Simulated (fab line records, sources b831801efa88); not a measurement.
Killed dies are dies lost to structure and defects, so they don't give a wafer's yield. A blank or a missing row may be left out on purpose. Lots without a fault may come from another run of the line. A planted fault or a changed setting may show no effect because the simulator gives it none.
Which tool did it? | flow gf180mcu | 6 lots, 18 wafers sampled, at 3 steps of a route of 602

WHAT THE GAUGES READ, wafer by wafer
GF_TOP_METAL_CD_MEAS_14: target cd 440 nm.
lot  | measured     | on        | cd_nm (nm)
L793 | day 29 02:13 | cd_sem-01 | 435.6 439.2 437.8
L796 | day 29 23:51 | cd_sem-01 | 439.7 442.2 442.0
L804 | day 32 04:02 | cd_sem-02 | 440.3 441.4 440.4
L806 | day 32 20:19 | cd_sem-01 | 440.8 440.3 444.1
L810 | day 33 12:23 | cd_sem-01 | 437.7 438.5 439.1
L814 | day 34 12:00 | cd_sem-02 | 439.7 440.2 439.9

WHICH TOOL RAN EACH LOT (tool, then ch and the chambers of the sampled wafers, then the start)
lot  | GF_V1_ETCH_16                      | GF_TOP_METAL_SPUTTER_03
L793 | rie_diel-04 ch 0,2, day 18 23:48   | pvd_sputter-04, day 28 15:49
L796 | rie_diel-04 ch 0,2,3, day 20 00:58 | pvd_sputter-04, day 29 04:54
L804 | rie_diel-01 ch 0,1,2, day 22 23:12 | pvd_sputter-01, day 31 10:53
L806 | rie_diel-01 ch 0,1,2, day 23 21:39 | pvd_sputter-04, day 32 04:58
L810 | rie_diel-01 ch 0,3, day 24 21:57   | pvd_sputter-04, day 32 21:02
L814 | rie_diel-01 ch 1,3, day 26 04:25   | pvd_sputter-01, day 33 21:12
- GF_V1_ETCH_16: etches BARC in N2/H2.
- GF_TOP_METAL_SPUTTER_03: material Ti, target thk 5 nm, time 3.3 s.

THE ANSWER, worked out from the rows above alone
Rule: what is usual is taken from the lots themselves. Put in order of their means at a reading, lots are off if they are a third of the lots or fewer, leave a main group of 4 or more, and stand apart from it by a gap of 3 or more times the standard deviation of the main group's means; of several such gaps the widest counts. A main group whose means are all the same, to the digits that the tables above print for the reading, isn't used. A lot without any number at a reading at which 4 lots or more have one is off too. The other lots that the step has rows for count as sound.
No lot is off at any reading shown: from this, nothing can be told.

WHAT THE SIMULATOR HAD PUT IN
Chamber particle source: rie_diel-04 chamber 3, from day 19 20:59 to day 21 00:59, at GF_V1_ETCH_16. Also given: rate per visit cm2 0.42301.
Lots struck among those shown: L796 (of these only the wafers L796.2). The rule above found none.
